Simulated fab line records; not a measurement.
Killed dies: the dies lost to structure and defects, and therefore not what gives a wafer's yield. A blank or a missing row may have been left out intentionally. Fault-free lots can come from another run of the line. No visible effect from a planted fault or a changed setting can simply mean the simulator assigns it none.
Which of the tools did it? / flow sky130 / 12 lots (36 wafers sampled), 1 step of a 708-step route

== WHAT EACH GAUGE READ, for each wafer ==
SKY_VT_ADJUST_LVTN_OVL_MEAS_07.
lot=L075; measured=day 7 05:31; on=overlay-01; VT_ADJUST_LVTN_OVL (nm)=1.0 -0.5 0.8
lot=L077; measured=day 7 18:35; on=overlay-02; VT_ADJUST_LVTN_OVL (nm)=-1.0 0.0 0.9
lot=L079; measured=day 8 05:11; on=overlay-01; VT_ADJUST_LVTN_OVL (nm)=1.4 3.3 0.8
lot=L081; measured=day 8 18:29; on=overlay-01; VT_ADJUST_LVTN_OVL (nm)=0.2 -0.9 1.7
lot=L083; measured=day 9 08:13; on=overlay-02; VT_ADJUST_LVTN_OVL (nm)=2.3 0.9 1.5
lot=L085; measured=day 9 19:52; on=overlay-01; VT_ADJUST_LVTN_OVL (nm)=1.6 0.2 0.3
lot=L087; measured=day 10 10:49; on=overlay-02; VT_ADJUST_LVTN_OVL (nm)=2.9 3.7 4.1
lot=L089; measured=day 10 20:41; on=overlay-02; VT_ADJUST_LVTN_OVL (nm)=1.5 0.8 1.1
lot=L091; measured=day 11 11:56; on=overlay-01; VT_ADJUST_LVTN_OVL (nm)=-0.3 0.3 0.4
lot=L093; measured=day 12 03:03; on=overlay-01; VT_ADJUST_LVTN_OVL (nm)=1.4 0.3 1.1
lot=L095; measured=day 12 15:50; on=overlay-02; VT_ADJUST_LVTN_OVL (nm)=3.4 -0.3 1.6
lot=L097; measured=day 13 02:22; on=overlay-01; VT_ADJUST_LVTN_OVL (nm)=-0.3 0.1 0.4

== TOOL THAT RAN EACH LOT (tool first, then ch and the chambers of the sampled wafers, then the start) ==
No process step before these readings appears in the record.

== THE ANSWER, worked out from the rows above alone ==
Rule: usual is defined by the lots themselves. The widest of any qualifying gaps counts: lots, ordered by their means at a reading, are off when they make up no more than a third of the lots, leave a main group of 4 or more, and stand apart from it by 3 or more times the standard deviation of that group's means. Not used: any main group whose means are identical at the precision the tables above print for the reading. Also off: a lot with no number at a reading for which 4 or more lots have one. The other lots that the step has rows for count as sound.
No lot is off on any of the readings shown, so nothing can be concluded from this.

== WHAT THE SIMULATOR HAD INSERTED ==
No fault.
